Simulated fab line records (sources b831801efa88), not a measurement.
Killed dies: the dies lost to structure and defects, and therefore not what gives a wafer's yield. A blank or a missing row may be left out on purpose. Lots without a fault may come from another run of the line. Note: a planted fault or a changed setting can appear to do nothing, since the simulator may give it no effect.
Comparing a struck lot with a sound one || flow sky130 || 23 steps out of a route of 708
Sound: wafers L442.2, L442.4, L442.5. Wafers struck: L452.2, L452.4, L452.6. The cause comes at the end.
Each step with rows lists, per side, the tool, then ch with its chambers, then its first start. Under that, the readings that differ: sound wafers || struck wafers || difference of the means || sigmas: that difference in standard deviations of wafers without a fault.
alike: readings with means less than 2 such deviations apart, plus words and numbers identical on both sides. not compared: withheld readings, readings lacking a value on some wafer, bounds such as >300 that could conceal the same value, and numbers that have no deviation in the record and whose values overlap.
The two part at a step that has a row with sigmas, a row that says differs or no value, or rows on one side only. When numbers do not overlap yet have no deviation, they are printed without sigmas and do not part them. Lack of a reading on every wafer of one side parts them only where that side has two or more wafers.

first, 5 steps without rows for these wafers: SKY_POLY_CUT_COAT_03 (resist thk 450 nm); SKY_POLY_CUT_SOFTBAKE_04 (time 90 s); SKY_POLY_CUT_EXPOSE_05 (exposes mask NPCM, target cd 270 nm); SKY_POLY_CUT_PEB_06; SKY_POLY_CUT_DEVELOP_07 (develop time 60 s).
SKY_POLY_CUT_CD_MEAS_08: the cd target is 270 nm.
  sound on cd sem-02 at day 26 09:55; struck on cd sem-02 at day 30 11:04
  alike: cd nm
SKY_POLY_CUT_OVL_MEAS_09:
  sound on overlay-02 at day 26 10:01; struck on overlay-01 at day 30 11:10
  alike: POLY_CUT_OVL
SKY_POLY_CUT_ETCH_10: etches BARC in N2/H2, stops on SiO2, time 45.9 s, target depth 60 nm.
  sound on rie diel-01 ch 1,2,3, day 26 10:03; struck on rie diel-03 ch 0,1,3, day 30 11:12
  alike: drypump motor current A, oes product au, throttle valve pct
  not compared: rf hours counter h
SKY_POLY_CUT_ETCH_11: etches Si3N4 in CF4/CH2F2/Ar, stops on poly-Si, time 41.59 s, target depth 60 nm.
  sound on rie diel-01 ch 1,2,3, day 26 10:05; struck on rie diel-03 ch 0,1,3, day 30 11:14
  alike: drypump motor current A, oes product au, throttle valve pct
  not compared: rf hours counter h
SKY_POLY_CUT_STRIP_12: strips in O2/N2.
  sound on plasma asher-02 ch 0,1, day 26 10:08; struck on plasma asher-02 ch 0,1, day 30 11:17
  alike: drypump motor current A, oes product au, strip time to endpoint s
  not compared: rf hours counter h
then, 2 steps without rows for these wafers: SKY_SD_P_DEHYDRATE_00 (time 60 s); SKY_SD_P_HMDS_01 (prime time 60 s).
SKY_SD_P_COAT_02: resist thk 1140 nm.
  sound on litho track-01 ch 0, day 27 00:23; struck on litho track-03 ch 0, day 31 00:32
{"reading": "model.NOVOLAK_of_SD_P_COAT_02.thk nm (nm)", "sound": "1148 1146 1147", "struck": "792.2 787.2 789.5", "difference": -357.4, "sigmas": ""}
then, 3 steps without rows for these wafers: SKY_SD_P_SOFTBAKE_03 (time 60 s); SKY_SD_P_EXPOSE_04 (exposes mask PSDM, target cd 380 nm); SKY_SD_P_PEB_05.
SKY_SD_P_DEVELOP_06: develop time 60 s.
  sound on litho track-01 ch 0, day 27 14:17; struck on litho track-03 ch 0, day 31 14:38
{"reading": "model.NOVOLAK_of_SD_P_COAT_02.thk nm (nm)", "sound": "1148 1145 1146", "struck": "791.8 786.8 789", "difference": -357.1, "sigmas": ""}
SKY_SD_P_CD_MEAS_07: the cd target is 380 nm.
  sound on cd sem-02 at day 27 14:26; struck on cd sem-01 at day 31 14:47
{"reading": "cd nm (nm)", "sound": "377.8 377.4 374.1", "struck": "417.0 415.3 416.1", "difference": "+39.7", "sigmas": "+15"}
SKY_SD_P_OVL_MEAS_08:
  sound on overlay-01 at day 27 14:32; struck on overlay-01 at day 31 14:53
{"reading": "SD_P_OVL (nm)", "sound": "-0.8 -2.4 -1.1", "struck": "1.3 1.2 2.5", "difference": "+3.1", "sigmas": "+2"}
next, for these wafers, 1 step has no rows: SKY_SD_P_IMPLANT_09.
SKY_SD_P_STRIP_10: strips in O2/N2.
  sound on plasma asher-01 ch 0,1, day 27 14:43; struck on plasma asher-04 ch 0,1, day 31 15:04
{"reading": "oes product au (a.u.)", "sound": "0.621 0.620 0.608", "struck": "0.583 0.586 0.583", "difference": -0.032, "sigmas": -7}
{"reading": "strip time to endpoint s (s)", "sound": "17.55 17.52 17.51", "struck": "13.46 13.39 13.42", "difference": -4.10, "sigmas": -91}
  alike: drypump motor current A
  not compared: rf hours counter h
SKY_SD_P_TW_MEAS_11:
  sound on film metro-02 at day 27 14:49; struck on film metro-04 at day 31 15:11
  alike: SD_P_TW
-- record jumps: 19 days separate the struck wafers' starts on either side; left off in module SD_P, taken up again in module PAD_OPEN, whose first shown step is the route's number 708 --
SKY_PAD_OPEN_PROBE_99:
  sound on prober-02 at day 47 11:07; struck on prober-01 at day 50 05:01
{"reading": "killed at contacts", "sound": "35 31 31", "struck": "27 18 18", "difference": -11, "sigmas": -2}
  alike: killed_at_M0_to_M3, killed_at_M4_up, killed at front end, killed at other, killed dies, killed open, killed short

== WHERE THEY PART ==
At SKY_SD_P_CD_MEAS_07 first; at SKY_PAD_OPEN_PROBE_99 last (within this record only).

WHY: the cause the simulator had injected
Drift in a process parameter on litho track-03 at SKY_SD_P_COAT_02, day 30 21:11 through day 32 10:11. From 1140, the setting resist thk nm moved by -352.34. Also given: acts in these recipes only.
